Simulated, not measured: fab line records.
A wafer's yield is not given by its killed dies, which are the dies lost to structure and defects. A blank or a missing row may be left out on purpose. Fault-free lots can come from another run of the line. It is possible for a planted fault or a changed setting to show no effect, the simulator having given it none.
Which tool did it?	flow gf180mcu	13 lots, 39 wafers sampled, at 3 steps of a route of 602

## WHAT THE GAUGES SHOWED, per wafer
GF_MVSD_TW_MEAS_11. Usual: MVSD_TW gives 1584 (standard deviation 12).
lot	measured	on	MVSD_TW	flag
L199	day 4 09:57	film-metro-04	1571 1567 1569	
L200	day 4 17:11	film-metro-01	1590 1589 1594	
L202	day 5 03:41	film-metro-01	1597 1602 1591	
L203	day 5 10:08	film-metro-01	1587 1591 1588	
L204	day 5 19:31	film-metro-03	1580 1581 1587	
L206	day 6 06:20	film-metro-03	1590 1594 1593	
L205	day 6 06:59	film-metro-03	1583 1588 1595	
L212	day 7 15:41	film-metro-03	1630 1614 1621	OFF
L213	day 7 21:05	film-metro-03	1623 1634 1627 1623 1625 1621	OFF
L214	day 8 06:02	film-metro-04	1575 1588 1583	
L215	day 8 07:55	film-metro-03	1583 1580 1588	
L221	day 9 20:22	film-metro-04	1589 1590 1587	
L222	day 10 00:52	film-metro-01	1592 1584 1584	

GF_NSD_CD_MEAS_07: the cd target is 400 nm. Usual: cd-nm 400.2 nm, standard deviation 2.6.
lot	measured	on	cd-nm (nm)	flag
L199	day 13 08:43	cd-sem-01	399.6 399.2 397.9	
L200	day 13 19:46	cd-sem-02	398.4 401.4 401.3	
L202	day 14 15:36	cd-sem-02	400.7 401.2 401.4	
L203	day 14 22:03	cd-sem-02	398.8 398.9 397.0	
L204	day 15 11:08	cd-sem-02	403.7 406.0 406.1	
L206	day 16 07:11	cd-sem-02	402.8 400.0 400.4	
L205	day 16 06:14	cd-sem-01	396.3 396.1 397.3	
L212	day 17 23:45	cd-sem-01	400.2 402.0 401.9	
L213	day 18 12:09	cd-sem-02	402.8 401.6 403.0	
L214	day 18 20:57	cd-sem-02	399.6 399.7 400.3	
L215	day 19 03:05	cd-sem-02	405.3 403.7 404.6	
L221	day 21 04:03	cd-sem-01	402.8 403.0 400.6	
L222	day 21 09:40	cd-sem-01	397.0 397.5 400.3	

## TOOL THAT RAN EACH LOT (tool first, then ch and the chambers of the sampled wafers, then the start)
lot	GF_MVSD_IMPLANT_09
L199	implanter-04 ch 0, day 4 09:44
L200	implanter-02 ch 0, day 4 16:57
L202	implanter-04 ch 0, day 5 03:27
L203	implanter-04 ch 0, day 5 09:54
L204	implanter-01 ch 0, day 5 19:16
L206	implanter-01 ch 0, day 6 06:05
L205	implanter-04 ch 0, day 6 06:44
L212	implanter-01 ch 0, day 7 15:26
L213	implanter-01 ch 0, day 7 20:50
L214	implanter-02 ch 0, day 8 05:48
L215	implanter-02 ch 0, day 8 07:40
L221	implanter-04 ch 0, day 9 20:07
L222	implanter-04 ch 0, day 10 00:37
- GF_MVSD_IMPLANT_09

## AS READ BY THE TOOLS THEMSELVES (means over the sampled wafers that have a number; for cases with no such wafer, the mark the record gives instead)
GF_MVSD_IMPLANT_09. Usual: tilt-deg -0.003 degrees, standard deviation 0.018.
lot	tool	tilt-deg (degrees)	flag
L199	implanter-04	0.016	
L200	implanter-02	-0.004	
L202	implanter-04	0.015	
L203	implanter-04	-0.006	
L204	implanter-01	0.010	
L206	implanter-01	0.010	
L205	implanter-04	-0.010	
L212	implanter-01	5.463	OFF
L213	implanter-01	5.485	OFF
L214	implanter-02	-0.027	
L215	implanter-02	-0.011	
L221	implanter-04	-0.008	
L222	implanter-04	0.010	

## THE ANSWER, worked out from the rows above alone
Rule: take the mean of a lot's wafers that have a number; if it is more than 3 standard deviations from the usual mean, the lot is off. Also off: a lot with no number at a reading for which 4 or more lots have one. All remaining lots with rows at the step are treated as sound. First the gauges in route order, then the tools' own readings, where a lot's mean is used as printed above. At the first step where some lot is off, the reading lying furthest off is the one used; lots without a number count as furthest.
Off: at GF_MVSD_TW_MEAS_11 (MVSD_TW), L212, L213.
If a tool, at a process step before that reading, ran all the lots that are off and no sound lot after the first of them, it fits. The gauges at GF_MVSD_TW_MEAS_11 aren't tried: what is off there is off at GF_MVSD_IMPLANT_09 too, on other tools, and a gauge's error can't cause that. One fits: GF_MVSD_IMPLANT_09 on implanter-01. Its last sound lot is L206 (day 6 06:05), its first lot that is off L212 (day 7 15:26): a fault that began between those two fits.
The tool's own readings at GF_MVSD_IMPLANT_09 bear it out: on the lots that are off they differ by more than 5 times the standard deviation of the sound lots' means. tilt-deg reads 5.474 degrees there against -0.000 degrees on the sound lots.

## WHAT WAS PUT IN BY THE SIMULATOR
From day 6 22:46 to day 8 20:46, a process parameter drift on implanter-01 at GF_MVSD_IMPLANT_09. A move of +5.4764 in setting tilt-deg, from 0. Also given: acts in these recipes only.
Struck lots among those shown: L212, L213. The rule above found the same.
